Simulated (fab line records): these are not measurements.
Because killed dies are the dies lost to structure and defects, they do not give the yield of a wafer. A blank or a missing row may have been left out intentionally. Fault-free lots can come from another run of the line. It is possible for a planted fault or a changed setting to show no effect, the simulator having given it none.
Comparing a struck lot with a sound one -- flow gf180mcu -- 16 steps out of a route of 602
Sound: the wafers L261.2, L261.5, L261.6. Wafers L256.2, L256.3, L256.4 were the ones struck. The cause comes at the end.
Per side, at each step with rows, come the tool, then ch with its chambers, and then its first start. Under that, the readings that differ: sound wafers -- struck wafers -- difference of the means -- sigmas: that difference in standard deviations of wafers without a fault.
alike: readings whose means differ by less than 2 such deviations, and words and numbers that are the same on both sides. not compared: withheld readings, readings that some wafer has no value for, bounds like >300 that may hide the same value, and numbers for which the record gives no deviation and whose values overlap.
A row with sigmas, a row that says differs or no value, or rows on one side alone: a step with any of these is where the two part. Numbers that don't overlap but have no deviation are shown without sigmas and don't part them. A reading missing from all wafers of one side parts the sides only when that side holds two or more wafers.

GF_M1_SPUTTER_04: material TiN, target thk 50 nm, time 43.16 s.
  struck on pvdSputter-01, day 20 09:38; sound on pvdSputter-04, day 21 23:52
  alike: throttleValvePct
GF_M1_RS_MEAS_05: a four-point-probe measurement.
  struck on filmMetro-02, day 20 09:42; sound on filmMetro-01, day 21 23:56
  alike: M1_ALCU_RS
GF_M1_THK_MEAS_06: measures by xrf.
  struck on filmMetro-02, day 20 09:49; sound on filmMetro-01, day 22 00:02
  alike: M1_ALCU_THK
then, 7 steps without rows for these wafers: GF_M1_DEHYDRATE_07 (time 60 s); GF_M1_HMDS_08 (prime time 60 s); GF_M1_COAT_09 (resist thk 1000 nm); GF_M1_SOFTBAKE_10 (time 60 s); GF_M1_EXPOSE_11 (exposes mask Metal1, target cd 230 nm); GF_M1_PEB_12 (peb time 90 s); GF_M1_DEVELOP_13 (develop time 60 s).
GF_M1_CD_MEAS_14: target cd 230 nm.
  struck on cdSem-01, day 21 09:48; sound on cdSem-02, day 22 23:25
  alike: cdNm
GF_M1_OVL_MEAS_15:
  struck on overlay-02, day 21 09:54; sound on overlay-02, day 22 23:32
  alike: M1_OVL
GF_M1_METAL_ETCH_16: etches the open film in Cl2/BCl3, stops on SiO2, target depth 627.5 nm, time 104.6 s.
  sound on rieMetal-01 ch 0,1, day 22 23:34; struck on rieMetal-04 ch 0,1, day 21 09:56
reading,sound,struck,difference,sigmas
model.KrF_of_M1_COAT_09.thkNm (nm),732.5 722.7 729.2,609.8 609.4 609.2,-118.7,
  alike: drypumpMotorCurrentA, oesProductAu, throttleValvePct
  not compared: rfHoursCounterH
GF_M1_STRIP_17: strips in O2/N2.
  sound on plasmaAsher-02 ch 0,1, day 22 23:40; struck on plasmaAsher-01 ch 0,1, day 21 10:02
reading,sound,struck,difference,sigmas
heaterPowerW (W),378 379 346,257 366 252,-76,-2
oesProductAu (a.u.),0.566 0.556 0.554,0.505 0.502 0.500,-0.056,-11
stripTimeToEndpointS (s),7.85 7.76 7.81,6.64 6.64 6.64,-1.17,-28
  alike: drypumpMotorCurrentA
  not compared: rfHoursCounterH
then, 2 steps without rows for these wafers: GF_M1_STRIP_18 (strips in post etch residue remover, time 1200 s); GF_PASSIVATION_PROBE_99.

## WHERE THEY PART
Only at GF_M1_STRIP_17, as far as this record shows.

WHY: the cause the simulator had injected
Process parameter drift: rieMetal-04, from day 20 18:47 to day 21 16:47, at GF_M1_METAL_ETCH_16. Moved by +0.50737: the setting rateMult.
